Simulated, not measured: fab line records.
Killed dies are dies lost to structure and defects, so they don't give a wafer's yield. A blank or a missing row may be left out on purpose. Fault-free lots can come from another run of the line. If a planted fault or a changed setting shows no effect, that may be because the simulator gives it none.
Matching of chambers :: flow gf180mcu :: GF_V2_CVD_02 on pecvd-01: 3 sister chambers
The step deposits SiO2 from TEOS, target thk 850 nm, time 94.851 s. 6 wafers are shown with their chamber, then 7 later ones without.

## WAFERS WITH THEIR CHAMBER
wafer: L400.6
chamber: 2
heater power w (W): 531

wafer: L401.1
chamber: 2
heater power w (W): 501

wafer: L406.1
chamber: 0
heater power w (W): 657

wafer: L406.4
chamber: 1
heater power w (W): 497

wafer: L418.1
chamber: 1
heater power w (W): 531

wafer: L418.3
chamber: 0
heater power w (W): 652

## WAFERS MISSING THEIR CHAMBER
wafer: L418.4
heater power w (W): 410

wafer: L421.1
heater power w (W): 421

wafer: L421.2
heater power w (W): 732

wafer: L421.5
heater power w (W): 593

wafer: L422.3
heater power w (W): 590

wafer: L422.5
heater power w (W): 672

wafer: L422.6
heater power w (W): 500

## WHICH CHAMBER EACH WENT THROUGH
wafer: L418.4
from the rows above: can't be placed: 1 or 2
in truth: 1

wafer: L421.1
from the rows above: can't be placed: 1 or 2
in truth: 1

wafer: L421.2
from the rows above: 0
in truth: 0

wafer: L421.5
from the rows above: can't be placed: 0 or 2 or 1
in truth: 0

wafer: L422.3
from the rows above: can't be placed: 0 or 2 or 1
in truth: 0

wafer: L422.5
from the rows above: 0
in truth: 0

wafer: L422.6
from the rows above: can't be placed: 1 or 2
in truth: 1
2 of 7 placed correctly. These rows do not allow placing 5 (true chamber among the candidates in 5). Placed wrongly: 0.
How it was worked out, from the rows above alone: a wafer's distance from a chamber is the root of the sum, over the readings, of the square of ((its reading less the chamber's mean) divided by the reading's scatter). If the next closest chamber is less than 2 further off than the closest, the wafer can't be placed; otherwise it belongs to the closest. The mean given for a chamber averages the wafers shown for that chamber. The scatter: take each reading less its chamber's mean, square it, sum over the shown wafers, divide by the number of wafers less the number of chambers, and take the root.
